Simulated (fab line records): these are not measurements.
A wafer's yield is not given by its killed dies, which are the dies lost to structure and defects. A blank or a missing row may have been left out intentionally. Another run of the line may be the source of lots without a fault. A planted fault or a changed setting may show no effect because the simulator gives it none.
The tool behind it: which one? || flow gf180mcu || 36 wafers sampled from 12 lots at 1 step of a route of 602

## WHAT THE GAUGES SHOWED, per wafer
GF_SALICIDE_THK_MEAS_05: measures by xrf.
{"lot": "L075", "measured": "day 15 14:03", "on": "film-metro-04", "SALICIDE_TIN_THK (nm)": "20.1 19.6 19.8"}
{"lot": "L077", "measured": "day 16 03:44", "on": "film-metro-03", "SALICIDE_TIN_THK (nm)": "19.3 19.4 19.7"}
{"lot": "L079", "measured": "day 17 06:24", "on": "film-metro-03", "SALICIDE_TIN_THK (nm)": "20.2 20.2 20.2"}
{"lot": "L081", "measured": "day 18 01:34", "on": "film-metro-04", "SALICIDE_TIN_THK (nm)": "20.1 20.4 20.4"}
{"lot": "L083", "measured": "day 18 12:49", "on": "film-metro-03", "SALICIDE_TIN_THK (nm)": "20.4 19.8 20.1"}
{"lot": "L085", "measured": "day 19 09:44", "on": "film-metro-04", "SALICIDE_TIN_THK (nm)": "19.5 20.0 19.6"}
{"lot": "L087", "measured": "day 19 21:44", "on": "film-metro-01", "SALICIDE_TIN_THK (nm)": "19.7 19.4 19.9"}
{"lot": "L089", "measured": "day 21 02:11", "on": "film-metro-01", "SALICIDE_TIN_THK (nm)": "20.0 20.1 19.9"}
{"lot": "L091", "measured": "day 21 10:16", "on": "film-metro-01", "SALICIDE_TIN_THK (nm)": "19.4 19.3 19.6"}
{"lot": "L093", "measured": "day 22 02:38", "on": "film-metro-04", "SALICIDE_TIN_THK (nm)": "19.8 19.4 19.7"}
{"lot": "L095", "measured": "day 22 16:44", "on": "film-metro-03", "SALICIDE_TIN_THK (nm)": "20.0 19.9 20.2"}
{"lot": "L097", "measured": "day 23 04:59", "on": "film-metro-04", "SALICIDE_TIN_THK (nm)": "19.1 19.6 19.2"}

## WHAT TOOL EACH LOT RAN ON (gives the tool, then ch and the chambers of the sampled wafers, and finally the start)
The record shows no process step preceding these readings.

## THE ANSWER, worked out from the rows above alone
Rule: usual is defined by the lots themselves. The widest of any qualifying gaps counts: lots, ordered by their means at a reading, are off when they make up no more than a third of the lots, leave a main group of 4 or more, and stand apart from it by 3 or more times the standard deviation of that group's means. A main group is skipped when, at the precision printed for the reading in the tables above, its means are all equal. A lot without any number at a reading at which 4 lots or more have one is off too. Any other lot the step has rows for is counted as sound.
Nothing can be told from this: no lot is off at any reading shown.

## WHAT HAD BEEN PUT IN BY THE SIMULATOR
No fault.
